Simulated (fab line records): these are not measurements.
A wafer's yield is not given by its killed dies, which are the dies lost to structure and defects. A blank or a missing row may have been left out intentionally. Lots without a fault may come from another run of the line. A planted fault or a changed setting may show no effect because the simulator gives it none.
The same fault as seen by 2 desks / flow sky130 / what lay behind the numbers comes last; until then each desk has only its own

## AT THE METROLOGY DESK
What the gauges read, lot by lot, whatever tool the lot ran on: means of the sampled wafers that have a number. Marked OUT: a lot whose mean sits more than 4 standard deviations from the usual mean, which makes it out of limits; the brackets give that distance.
Columns: A = VIA3_W_RS at SKY_VIA3_RS_MEAS_22, usual 0.292 ohm/sq; B = VIA3_W_THK at SKY_VIA3_THK_MEAS_23, usual 389 nm
lot=L177; first seen here=day 41 01:38; A=0.297; B=381
lot=L183; first seen here=day 43 13:32; A=0.291; B=394
lot=L185; first seen here=day 43 17:08; A=0.296; B=385
lot=L190; first seen here=day 44 17:28; A=0.292; B=389
lot=L193; first seen here=day 45 09:04; A=0.294; B=386
lot=L194; first seen here=day 45 13:02; A=0.292; B=390
Finding of this desk: none of the 6 lots has anything out of limits.

## DESK OF THE TOOL OWNER: pvd sputter-03
At SKY_METAL4_SPUTTER_01 (material TiN, target thk 20 nm, time 16.7 s) the tool's own readings: per lot run on this tool, the mean of the sampled wafers that have a number. Marked OUT: a lot whose mean sits more than 4 standard deviations from the usual mean, which makes it out of limits; the brackets give that distance.
Columns: A = chamber pressure pa at SKY_METAL4_SPUTTER_01, usual 0.3999 Pa; B = throttle valve pct at SKY_METAL4_SPUTTER_01, usual 30.6 %
lot=L183; first seen here=day 43 14:01; A=0.4003; B=30.3
lot=L185; first seen here=day 43 17:37; A=0.4000; B=30.3
lot=L190; first seen here=day 44 18:00; A=0.4004; B=29.9
Finding of this desk: none of the 3 lots has anything out of limits.

## TAKEN TOGETHER
Nothing out of limits was seen by the metrology desk.
The tool owner's desk saw nothing out of limits.

## WHAT HAD BEEN PUT IN BY THE SIMULATOR
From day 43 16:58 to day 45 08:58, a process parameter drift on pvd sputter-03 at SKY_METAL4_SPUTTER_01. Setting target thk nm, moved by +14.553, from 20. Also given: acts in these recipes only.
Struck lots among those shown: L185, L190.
